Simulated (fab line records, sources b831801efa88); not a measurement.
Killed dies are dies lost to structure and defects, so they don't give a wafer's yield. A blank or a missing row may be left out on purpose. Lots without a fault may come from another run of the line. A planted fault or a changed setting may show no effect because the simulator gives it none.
fab line records | flow sky130
record lots=10 wafers=30 last_day=49
route steps=708 shown METAL2@500 VIA2@510 CAPM@539 PAD_OPEN@708
lots that met no fault: from a run of the same line without faults
start_h: hours from the record's first day to the start of the lot's first wafer shown | wait_h: hours since the lot's step before | " the same as in the row above | L1.1+2: a row that stands for several wafers | - no value, or no start given | * or withheld: withheld | < > ~ a bound
route shown NAME@n: a module of which the file shows steps, and the number in the route of the first | usual: mean/standard deviation of fault-free wafers | same: alike in all rows | chamber/n: place in a boat | sites: the reading at each site | _std_site: their standard deviation | _edge_site: outer sites' mean less inner sites' | radius_mm: how far each site lies from the wafer's centre | mask NAME#n: copy n | behind: the tool/chamber that last shaped the wafer | hold: why the lot was held/for how many hours/how that ended | device: the transistor (n, p or np) that didn't switch | end of line: the same wafers' tests at the end of the route | a step without rows: its recipe alone | killed: dies lost to structure and defects at the first sort, not the wafer's yield | map: a wafer's dies, x killed, . not, _ none there
set.NAME: the setting as run; set.NAME@STEP: as run at that earlier step | model.NAME: the simulator's own value behind a step, which no gauge read
steps of the route over a sample of lots; a table a step, a row a wafer
services: from which hour (start_h, from the record's first day; less than 0 if before it) a tool's chamber was out of use, for how many hours, and why
## steps
# step SKY_METAL2_DESCUM_17
# recipe chemistry=O2 source_power_w=150 bias_power_w=0 pressure_mtorr=10 temp_c=40 time_s=8
# usual drypump_motor_current_A=5.9/0.52 oes_product_au=0.989/0.0086
# columns lot.wafer tool chamber start_h wait_h drypump_motor_current_A oes_product_au rf_hours_counter_h
L680.1 rie_metal-03 1 870.42 0.0 6.8 0.991 14
L680.2 " 0 " " 5.9 0.994 4
L680.4 " 1 " " 6.8 0.992 -
L681.2 rie_metal-01 1 871.72 0.0 6.4 0.997 15
L681.3 " 0 " " 5.7 0.991 -
L681.6 " 0 " " 5.6 0.997 -
L683.3 rie_metal-03 1 881.34 0.0 6.7 0.986 -
L683.4 " 0 " " 5.9 0.986 -
L683.5 " 1 " " 6.8 0.996 -
L682.4 rie_metal-04 0 882.58 0.0 5.1 0.983 -
L682.5 " 0 " " 5.1 1.000 -
L682.6 " 1 " " 6.1 0.997 -
L685.1 rie_metal-04 0 890.68 0.0 5.1 0.984 11
L685.5 " 0 " " 5.1 0.985 -
L685.6 " 0 " " 5.1 0.991 -
L684.2 rie_metal-03 0 892.22 0.0 5.9 0.996 5
L684.4 " 1 " " 6.8 0.999 -
L684.5 " 1 " " 6.7 0.985 -
L686.2 rie_metal-01 1 899.38 0.0 6.4 0.984 16
L686.3 " 0 " " 5.7 0.980 -
L686.6 " 0 " " 5.7 0.998 -
L689.3 rie_metal-01 1 932.83 0.0 6.4 0.990 -
L689.4 " 0 " " 5.7 0.999 -
L689.5 " 0 " " 5.7 0.994 -
L690.1 rie_metal-01 1 941.52 0.0 6.3 0.990 18
L690.3 " 1 " " 6.3 0.988 -
L690.5 " 1 " " 6.3 0.993 -
L695.3 rie_metal-03 0 966.29 0.0 5.9 0.990 -
L695.4 " 0 " " 5.9 0.994 -
L695.5 " 0 " " 5.9 1.012 -
# step SKY_VIA2_BOW_MEAS_03
# recipe mode=bow
# usual VIA2_BOW=88/7.5
# columns lot.wafer tool chamber start_h wait_h VIA2_BOW[um]
L680.1 film_metro-03 - 871.72 0.2 78
L680.2 " - " " 88
L680.4 " - " " 87
L681.2 film_metro-03 - 873.01 0.2 106
L681.3 " - " " 85
L681.6 " - " " 92
L683.3 film_metro-03 - 882.67 0.2 88
L683.4 " - " " 89
L683.5 " - " " 100
L682.4 film_metro-03 - 883.97 0.2 93
L682.5 " - " " 87
L682.6 " - " " 69
L685.1 film_metro-02 - 892.14 0.2 100
L685.5 " - " " 91
L685.6 " - " " 106
L684.2 film_metro-02 - 893.51 0.1 88
L684.4 " - " " 83
L684.5 " - " " 93
L686.2 film_metro-02 - 900.67 0.2 82
L686.3 " - " " 85
L686.6 " - " " 90
L689.3 film_metro-04 - 934.12 0.3 94
L689.4 " - " " 91
L689.5 " - " " 90
L690.1 film_metro-04 - 942.85 0.3 89
L690.3 " - " " 85
L690.5 " - " " 80
L695.3 film_metro-04 - 967.76 0.2 86
L695.4 " - " " 90
L695.5 " - " " 83
# step SKY_VIA2_STRIP_16
# recipe chemistry=O2/N2 power_w=1400 pressure_mtorr=1500 platen_temp_c=withheld o2_flow_sccm=3000 n2_flow_sccm=300 overash_fraction=0.5
# usual drypump_motor_current_A=5.7/0.73 oes_product_au=0.399/0.005 strip_time_to_endpoint_s=4.065/0.024
# columns lot.wafer tool chamber start_h wait_h drypump_motor_current_A oes_product_au rf_hours_counter_h strip_time_to_endpoint_s
L680.1 plasma_asher-02 1 897.62 0.0 5.7 0.397 46 4.000
L680.2 " 0 " " 5.7 0.397 46 4.020
L680.4 " 1 " " 5.7 0.393 - 4.047
L681.2 plasma_asher-01 0 899.48 0.0 4.7 0.395 77 4.094
L681.3 " 0 " " 4.7 0.401 - 4.101
L681.6 " 0 " " 4.7 0.393 - 4.089
L683.3 plasma_asher-01 1 908.40 0.1 6.3 0.403 - 4.070
L683.4 " 0 " " 4.7 0.398 - 4.074
L683.5 " 1 " " 6.3 0.394 - 4.059
L682.4 plasma_asher-02 1 909.55 0.1 5.7 0.402 - 4.086
L682.5 " 1 " " 5.7 0.399 - 4.094
L682.6 " 0 " " 5.7 0.401 - 4.064
L685.1 plasma_asher-01 1 917.72 0.0 6.2 0.409 79 4.069
L685.5 " 1 " " 6.2 0.395 - 4.062
L685.6 " 0 " " 4.7 0.405 - 4.107
L684.2 plasma_asher-01 0 918.92 0.0 4.7 0.404 79 4.078
L684.4 " 1 " " 6.3 0.399 - 4.066
L684.5 " 1 " " 6.3 0.400 - 4.064
L686.2 plasma_asher-04 0 925.62 0.0 6.6 0.403 109 4.072
L686.3 " 0 " " 6.6 0.394 - 4.046
L686.6 " 0 " " 6.6 0.401 - 4.066
L689.3 plasma_asher-02 1 959.36 0.1 5.7 0.394 - 4.038
L689.4 " 0 " " 5.7 0.396 - 4.039
L689.5 " 1 " " 5.7 0.391 - 4.026
L690.1 plasma_asher-01 0 967.87 0.0 4.8 0.406 84 4.077
L690.3 " 1 " " 6.2 0.406 - 4.091
L690.5 " 1 " " 6.2 0.394 - 4.083
L695.3 plasma_asher-01 1 991.85 0.1 6.3 0.389 - 4.059
L695.4 " 0 " " 4.7 0.393 - 4.031
L695.5 " 0 " " 4.7 0.393 - 4.049
# step SKY_CAPM_SPUTTER_02
# recipe material=TiN target_thk_nm=200 temp_c=300 power_w=6500 time_s=166.7 chamber_pressure_pa=0.4
# usual chamber_pressure_pa=0.4000/0.00084 throttle_valve_pct=29.8/0.86
# columns lot.wafer tool chamber start_h wait_h chamber_pressure_pa throttle_valve_pct
L680.1 pvd_sputter-03 - 899.15 0.1 0.3996 30.9
L680.2 " - " " 0.4009 29.0
L680.4 " - " " 0.4003 31.0
L681.2 pvd_sputter-04 - 900.99 0.0 0.4003 30.5
L681.3 " - " " 0.4016 29.9
L681.6 " - " " 0.3998 29.6
L683.3 pvd_sputter-04 - 909.91 0.0 0.3992 30.0
L683.4 " - " " 0.4000 29.4
L683.5 " - " " 0.4019 29.5
L682.4 pvd_sputter-03 - 911.02 0.0 0.4014 31.0
L682.5 " - " " 0.4008 28.8
L682.6 " - " " 0.4011 31.0
L685.1 pvd_sputter-03 - 919.26 0.1 0.3994 30.6
L685.5 " - " " 0.3995 28.8
L685.6 " - " " 0.3997 28.9
L684.2 pvd_sputter-03 - 920.50 0.0 0.4009 28.9
L684.4 " - " " 0.3998 28.8
L684.5 " - " " 0.3991 30.6
L686.2 pvd_sputter-04 - 927.14 0.0 0.3989 29.8
L686.3 " - " " 0.3999 29.7
L686.6 " - " " 0.4006 30.0
L689.3 pvd_sputter-01 - 960.93 0.0 0.4003 30.3
L689.4 " - " " 0.3986 29.8
L689.5 " - " " 0.4014 30.3
L690.1 pvd_sputter-03 - 969.37 0.1 0.3998 28.9
L690.3 " - " " 0.3982 28.9
L690.5 " - " " 0.3993 28.5
L695.3 pvd_sputter-03 - 993.36 0.0 0.3985 29.3
L695.4 " - " " 0.3991 30.4
L695.5 " - " " 0.4014 31.2
# step SKY_CAPM_RS_MEAS_03
# recipe thk_meas_gauge=four-point-probe reads=TiN_of_CAPM_SPUTTER_02
# usual CAPM_TIN_RS=6.91/0.074
# columns lot.wafer tool chamber start_h wait_h CAPM_TIN_RS[ohm/sq]
L680.1 film_metro-02 - 899.26 0.1 7.01
L680.2 " - " " 6.99
L680.4 " - " " 6.96
L681.2 film_metro-02 - 901.12 0.1 6.90
L681.3 " - " " 6.90
L681.6 " - " " 6.91
L683.3 film_metro-02 - 910.06 0.1 6.80
L683.4 " - " " 6.90
L683.5 " - " " 6.90
L682.4 film_metro-02 - 911.19 0.1 7.00
L682.5 " - " " 6.90
L682.6 " - " " 6.99
L685.1 film_metro-01 - 919.37 0.1 6.94
L685.5 " - " " 6.82
L685.6 " - " " 6.95
L684.2 film_metro-01 - 920.62 0.1 6.83
L684.4 " - " " 6.82
L684.5 " - " " 6.88
L686.2 film_metro-02 - 927.27 0.1 6.98
L686.3 " - " " 6.95
L686.6 " - " " 6.86
L689.3 film_metro-04 - 961.08 0.1 6.82
L689.4 " - " " 6.71
L689.5 " - " " 6.84
L690.1 film_metro-02 - 969.48 0.1 7.95
L690.3 " - " " 6.93
L690.5 " - " " 8.05
L695.3 film_metro-04 - 993.51 0.1 6.87
L695.4 " - " " 6.84
L695.5 " - " " 7.93
# step SKY_CAPM_THK_MEAS_04
# recipe thk_meas_gauge=xrf reads=TiN_of_CAPM_SPUTTER_02
# usual CAPM_TIN_THK=201.6/2.3
# columns lot.wafer tool chamber start_h wait_h CAPM_TIN_THK[nm]
L680.1 film_metro-02 - 899.38 0.1 200.4
L680.2 " - " " 200.6
L680.4 " - " " 202.3
L681.2 film_metro-02 - 901.23 0.1 203.1
L681.3 " - " " 204.0
L681.6 " - " " 201.9
L683.3 film_metro-02 - 910.16 0.1 205.8
L683.4 " - " " 202.8
L683.5 " - " " 203.1
L682.4 film_metro-02 - 911.28 0.1 200.4
L682.5 " - " " 203.5
L682.6 " - " " 199.9
L685.1 film_metro-01 - 919.49 0.1 200.0
L685.5 " - " " 202.1
L685.6 " - " " 200.2
L684.2 film_metro-01 - 920.73 0.1 201.9
L684.4 " - " " 202.5
L684.5 " - " " 200.7
L686.2 film_metro-02 - 927.38 0.1 202.0
L686.3 " - " " 201.6
L686.6 " - " " 204.8
L689.3 film_metro-04 - 961.18 0.1 202.2
L689.4 " - " " 206.2
L689.5 " - " " 202.8
L690.1 film_metro-02 - 969.60 0.1 177.8
L690.3 " - " " 203.7
L690.5 " - " " 175.3
L695.3 film_metro-04 - 993.61 0.1 201.2
L695.4 " - " " 201.3
L695.5 " - " " 175.5
# step SKY_CAPM_METAL_ETCH_13
# recipe target_depth_nm=220 stop_on=SiO2 chemistry=Cl2/BCl3 target=TiN pressure_mtorr=10 icp_w=900 bias_w=48.5 Cl2_flow_sccm=60 bcl3_flow_sccm=30 time_s=62.9
# usual drypump_motor_current_A=5.9/0.53 oes_product_au=0.942/0.0074 throttle_valve_pct=21.903/0.01
# columns lot.wafer tool chamber start_h wait_h drypump_motor_current_A oes_product_au rf_hours_counter_h throttle_valve_pct
L680.1 rie_metal-04 0 924.49 0.0 5.1 0.927 13 21.896
L680.2 " 1 " " 6.1 0.942 0 21.892
L680.4 " 1 " " 6.1 0.935 - 21.887
L681.2 rie_metal-02 0 925.95 0.0 5.9 0.946 1 21.905
L681.3 " 0 " " 5.8 0.945 - 21.907
L681.6 " 0 " " 5.8 0.944 - 21.893
L683.3 rie_metal-02 1 935.33 0.0 6.4 0.946 - 21.900
L683.4 " 0 " " 5.8 0.943 - 21.923
L683.5 " 1 " " 6.4 0.940 - 21.914
L682.4 rie_metal-04 1 936.07 0.0 6.1 0.943 - 21.911
L682.5 " 1 " " 6.2 0.938 - 21.891
L682.6 " 0 " " 5.1 0.927 - 21.906
L685.1 rie_metal-04 0 943.74 0.0 5.1 0.942 15 21.904
L685.5 " 1 " " 6.1 0.942 - 21.913
L685.6 " 0 " " 5.1 0.934 - 21.900
L684.2 rie_metal-02 1 945.35 0.0 6.4 0.956 10 21.895
L684.4 " 1 " " 6.4 0.949 - 21.893
L684.5 " 0 " " 5.8 0.942 - 21.885
L686.2 rie_metal-02 1 951.70 0.0 6.4 0.937 11 21.912
L686.3 " 0 " " 5.8 0.933 - 21.905
L686.6 " 0 " " 5.8 0.941 - 21.906
L689.3 rie_metal-04 1 984.58 0.0 6.2 0.949 - 21.895
L689.4 " 0 " " 5.1 0.950 - 21.893
L689.5 " 1 " " 6.2 0.948 - 21.917
L690.1 rie_metal-03 1 992.80 0.0 6.7 0.872 1 21.938
L690.3 " 1 " " 6.7 0.944 - 21.904
L690.5 " 1 " " 6.7 0.863 - 21.949
L695.3 rie_metal-04 1 1016.28 0.0 6.1 0.938 - 21.905
L695.4 " 0 " " 5.1 0.945 - 21.896
L695.5 " 1 " " 6.1 0.875 - 21.940
# step SKY_PAD_OPEN_PROBE_99
# usual defect_limited_yield=82.5/1.9 killed_at_M0_to_M3=43/6.7 killed_at_M4_up=3.2/1.9 killed_at_contacts=24/5.9 killed_at_front_end=15/4.1 killed_at_other=0.3/0.56 killed_dies=86/9.5 killed_open=47/7.4 killed_short=39/5.5 sort_bin_3_pad_short=0.8/0.4 sort_bin_5_function=10.4/1.4 sort_bin_6_memory=6.2/1.2 sort_n_pass=406/9.5 sort_yield_pct=82.5/1.9
# same gross_dies=492 killed_at_back_side=0 sort_bin_4_leakage[%]=0 sort_bin_8_speed[%]=0
# columns lot.wafer tool chamber start_h wait_h defect_limited_yield[%] killed_at_M0_to_M3 killed_at_M4_up killed_at_contacts killed_at_front_end killed_at_other killed_dies killed_open killed_short sort_bin_3_pad_short[%] sort_bin_5_function[%] sort_bin_6_memory[%] sort_n_pass sort_yield_pct[%]
L680.1 prober-02 - 1117.57 0.1 82.9 46 3 24 11 0 84 45 39 1.6 10.6 4.9 408 82.9
L680.2 prober-02 - 1117.62 0.1 80.7 44 2 33 16 0 95 50 45 0.8 12.2 6.3 397 80.7
L680.4 prober-02 - 1117.72 0.2 80.3 58 0 23 16 0 97 54 43 0.6 11.8 7.3 395 80.3
L683.3 prober-02 - 1123.05 0.2 86.0 32 3 27 7 0 69 43 26 0.8 10.2 3.0 423 86.0
L683.4 prober-02 - 1123.10 0.2 80.5 53 3 21 19 0 96 58 38 0.8 10.8 7.9 396 80.5
L683.5 prober-02 - 1123.15 0.2 85.8 34 5 18 13 0 70 32 38 1.0 8.3 4.9 422 85.8
L685.1 prober-02 - 1131.51 0.1 82.9 45 2 23 14 0 84 46 38 0.6 10.2 6.3 408 82.9
L685.5 prober-02 - 1131.71 0.2 82.1 42 3 21 21 1 88 43 45 0.4 11.2 6.3 404 82.1
L685.6 prober-02 - 1131.76 0.2 81.1 42 3 34 14 0 93 53 40 0.8 9.3 8.7 399 81.1
L684.2 prober-01 - 1131.68 0.1 80.5 56 4 26 10 0 96 50 46 1.0 10.2 8.3 396 80.5
L684.4 prober-01 - 1131.78 0.2 81.9 47 4 21 17 0 89 52 37 1.0 10.4 6.7 403 81.9
L684.5 prober-01 - 1131.83 0.2 78.0 57 10 28 12 1 108 52 56 1.4 13.2 7.3 384 78.0
L689.3 prober-01 - 1162.30 0.2 83.5 39 2 25 14 1 81 42 39 1.0 9.1 6.3 411 83.5
L689.4 prober-01 - 1162.35 0.2 81.3 42 1 34 15 0 92 50 42 1.0 11.0 6.7 400 81.3
L689.5 prober-01 - 1162.40 0.2 82.9 37 2 25 19 1 84 40 44 1.0 11.6 4.5 408 82.9
L690.1 prober-02 - 1166.59 0.1 84.1 40 5 16 17 0 78 39 39 0.8 8.3 6.7 414 84.1
L690.3 prober-02 - 1166.69 0.2 81.7 41 4 30 15 0 90 39 51 1.0 9.8 7.5 402 81.7
L690.5 prober-02 - 1166.79 0.2 82.7 49 1 26 9 0 85 45 40 0.8 8.9 7.5 407 82.7
L695.3 prober-01 - 1185.04 0.2 83.3 41 3 21 16 1 82 47 35 0.8 8.7 7.1 410 83.3
L695.4 prober-01 - 1185.09 0.2 83.9 45 2 20 12 0 79 44 35 0.4 7.9 7.7 413 83.9
L695.5 prober-01 - 1185.14 0.2 83.5 50 0 19 11 1 81 41 40 0.8 9.3 6.3 411 83.5
# killed by level:class
L680.1 VIA1:geometric_particle:open=10 VIA3:geometric_particle:open=8 VIA2:geometric_particle:open=7 CONTACT:geometric_particle:open=6 VIA1:geometric_particle:short=6 LI_CONTACT:geometric_particle:open=5 LOCAL_INTERCONNECT:geometric_particle:short=5 LI_CONTACT:geometric_particle:short=4
L680.2 CONTACT:geometric_particle:open=10 VIA3:geometric_particle:open=8 LI_CONTACT:geometric_particle:open=8 VIA1:geometric_particle:open=8 VIA2:geometric_particle:open=8 LOCAL_INTERCONNECT:geometric_particle:short=7 FIELD_ISO:geometric_particle:short=5 LI_CONTACT:geometric_particle:short=5
L680.4 VIA3:geometric_particle:open=12 VIA1:geometric_particle:open=10 LI_CONTACT:geometric_particle:open=8 CONTACT:geometric_particle:open=8 VIA1:geometric_particle:short=7 VIA2:geometric_particle:open=6 METAL2:geometric_particle:short=6 FIELD_ISO:geometric_particle:short=5
L683.3 VIA3:geometric_particle:open=10 LI_CONTACT:geometric_particle:open=8 CONTACT:geometric_particle:open=8 VIA2:geometric_particle:open=8 VIA1:geometric_particle:open=5 FIELD_ISO:geometric_particle:short=4 LI_CONTACT:geometric_particle:short=4 LOCAL_INTERCONNECT:geometric_particle:short=4
L683.4 VIA1:geometric_particle:open=12 CONTACT:geometric_particle:open=9 VIA3:geometric_particle:open=9 VIA2:geometric_particle:open=7 FIELD_ISO:geometric_particle:open=6 METAL1:geometric_particle:short=6 POLY_GATE:geometric_particle:short=4 CONTACT:geometric_particle:short=4
L683.5 LI_CONTACT:geometric_particle:open=6 METAL1:geometric_particle:short=6 VIA1:geometric_particle:open=6 FIELD_ISO:geometric_particle:short=5 CONTACT:geometric_particle:open=5 VIA3:geometric_particle:open=5 METAL4:geometric_particle:short=4 CONTACT:geometric_particle:short=4
L685.1 CONTACT:geometric_particle:open=12 VIA3:geometric_particle:open=10 VIA1:geometric_particle:open=6 VIA2:geometric_particle:open=6 LOCAL_INTERCONNECT:geometric_particle:short=5 POLY_GATE:geometric_particle:short=4 VIA1:geometric_particle:short=4 METAL2:geometric_particle:short=4
L684.2 VIA1:geometric_particle:open=10 CONTACT:geometric_particle:open=8 LI_CONTACT:geometric_particle:short=7 VIA3:geometric_particle:open=7 VIA2:geometric_particle:open=7 METAL2:geometric_particle:short=6 LI_CONTACT:geometric_particle:open=6 METAL3:geometric_particle:short=6
L685.5 VIA1:geometric_particle:open=10 CONTACT:geometric_particle:open=7 POLY_GATE:geometric_particle:open=6 VIA3:geometric_particle:open=5 POLY_GATE:geometric_particle:short=5 LI_CONTACT:geometric_particle:open=5 LOCAL_INTERCONNECT:geometric_particle:short=5 METAL1:geometric_particle:short=5
L685.6 CONTACT:geometric_particle:open=14 LI_CONTACT:geometric_particle:open=9 VIA1:geometric_particle:short=8 VIA1:geometric_particle:open=8 VIA3:geometric_particle:open=8 FIELD_ISO:geometric_particle:short=4 VIA2:geometric_particle:short=4 LOCAL_INTERCONNECT:geometric_particle:open=4
L684.4 VIA1:geometric_particle:open=12 VIA3:geometric_particle:open=10 VIA2:geometric_particle:open=8 CONTACT:geometric_particle:open=8 METAL2:geometric_particle:short=6 POLY_GATE:geometric_particle:short=5 LI_CONTACT:geometric_particle:open=5 CONTACT:geometric_particle:short=4
L684.5 CONTACT:geometric_particle:open=12 VIA1:geometric_particle:open=12 METAL1:geometric_particle:short=11 METAL2:geometric_particle:short=11 METAL4:geometric_particle:short=8 CONTACT:geometric_particle:short=6 LI_CONTACT:geometric_particle:open=5 VIA1:geometric_particle:short=5
L689.3 CONTACT:geometric_particle:open=9 METAL1:geometric_particle:short=7 VIA1:geometric_particle:open=7 LI_CONTACT:geometric_particle:open=6 VIA2:geometric_particle:open=6 VIA3:geometric_particle:open=5 LOCAL_INTERCONNECT:geometric_particle:short=4 CONTACT:geometric_particle:short=4
L689.4 LI_CONTACT:geometric_particle:open=12 VIA1:geometric_particle:open=11 CONTACT:geometric_particle:open=9 METAL1:geometric_particle:short=7 VIA2:geometric_particle:open=6 CONTACT:geometric_particle:short=5 LI_CONTACT:geometric_particle:short=4 LOCAL_INTERCONNECT:geometric_particle:short=4
L689.5 VIA1:geometric_particle:open=10 VIA3:geometric_particle:open=8 CONTACT:geometric_particle:open=7 FIELD_ISO:geometric_particle:short=6 POLY_GATE:geometric_particle:open=6 LOCAL_INTERCONNECT:geometric_particle:short=6 METAL1:geometric_particle:short=5 METAL2:geometric_particle:short=5
L690.1 VIA1:geometric_particle:open=12 FIELD_ISO:geometric_particle:short=8 METAL1:geometric_particle:short=7 LI_CONTACT:geometric_particle:open=6 VIA1:geometric_particle:short=5 CONTACT:geometric_particle:open=5 VIA2:geometric_particle:short=5 VIA3:geometric_particle:open=5
L690.3 CONTACT:geometric_particle:open=10 VIA1:geometric_particle:open=10 LOCAL_INTERCONNECT:geometric_particle:short=7 VIA3:geometric_particle:open=5 POLY_GATE:geometric_particle:short=5 METAL1:geometric_particle:short=5 FIELD_ISO:geometric_particle:short=4 LI_CONTACT:geometric_particle:short=4
L690.5 VIA1:geometric_particle:open=12 METAL2:geometric_particle:short=12 CONTACT:geometric_particle:open=9 CONTACT:geometric_particle:short=6 VIA3:geometric_particle:open=6 LI_CONTACT:geometric_particle:open=5 METAL2:geometric_particle:open=5 VIA2:geometric_particle:open=4
L695.3 CONTACT:geometric_particle:open=9 VIA1:geometric_particle:open=9 VIA2:geometric_particle:open=8 VIA1:geometric_particle:short=7 FIELD_ISO:geometric_particle:open=5 LOCAL_INTERCONNECT:geometric_particle:short=5 POLY_GATE:geometric_particle:open=4 CONTACT:geometric_particle:short=4
L695.4 VIA1:geometric_particle:open=10 CONTACT:geometric_particle:open=9 VIA2:geometric_particle:open=7 METAL1:geometric_particle:short=6 VIA3:geometric_particle:open=5 CONTACT:geometric_particle:short=5 METAL2:geometric_particle:short=4 POLY_GATE:geometric_particle:short=3
L695.5 VIA1:geometric_particle:open=12 VIA2:geometric_particle:open=9 CONTACT:geometric_particle:open=7 VIA1:geometric_particle:short=6 METAL1:geometric_particle:short=5 METAL2:geometric_particle:short=5 POLY_GATE:geometric_particle:short=4 LOCAL_INTERCONNECT:geometric_particle:short=4
## services
# columns tool chamber start_h hours kind
pvd_sputter-01 - 861.93 0.6 repair
rie_metal-02 0 863.30 - clean
rie_metal-02 0 863.30 22.1 scheduled_down
rie_metal-02 0 863.30 22.1 vent_cycle
rie_metal-02 0 885.90 15.6 repair
pvd_sputter-04 - 887.68 1.5 repair
rie_metal-04 1 890.54 - clean
rie_metal-04 1 890.54 16.0 scheduled_down
rie_metal-04 1 890.54 16.0 vent_cycle
pvd_sputter-01 - 895.57 10.5 repair
plasma_asher-04 - 896.18 2.8 pm
plasma_asher-04 - 904.44 11.5 repair
rie_metal-03 - 910.90 0.3 repair
rie_metal-03 1 958.66 - clean
rie_metal-03 1 958.66 14.3 scheduled_down
rie_metal-03 1 958.66 14.3 vent_cycle
rie_metal-01 1 977.91 5.4 repair
rie_metal-03 1 988.77 2.8 repair
pvd_sputter-04 - 988.89 3.6 repair
rie_metal-02 1 1005.55 6.0 repair
rie_metal-03 - 1007.54 1.5 repair
rie_metal-01 1 1016.11 - clean
rie_metal-01 1 1016.11 17.4 scheduled_down
rie_metal-01 1 1016.11 17.4 vent_cycle
## key
first_sign step=SKY_CAPM_RS_MEAS_03 reading=CAPM_TIN_RS direction=up sigmas=14 usual=6.91 struck=7.97
effect step=SKY_CAPM_THK_MEAS_04 reading=CAPM_TIN_THK direction=down sigmas=11 usual=201.6 struck=176.2
effect step=SKY_CAPM_METAL_ETCH_13 reading=oes_product_au direction=down sigmas=9.7 usual=0.942 struck=0.870
met_at SKY_CAPM_SPUTTER_02
struck_lots L690,L695
struck_wafers L690.1,L690.5,L695.5
not_acting_at SKY_METAL2_DESCUM_17,SKY_VIA2_BOW_MEAS_03,SKY_VIA2_STRIP_16
onset_between 920.50 969.37
fault kind=process_parameter_drift tool=pvd_sputter-03 chamber=- onset_h=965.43 steps=SKY_CAPM_SPUTTER_02 channel=time_s offset=* shape=step end_h=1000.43 scope=struck_wafers_only acts_in=* stated=*
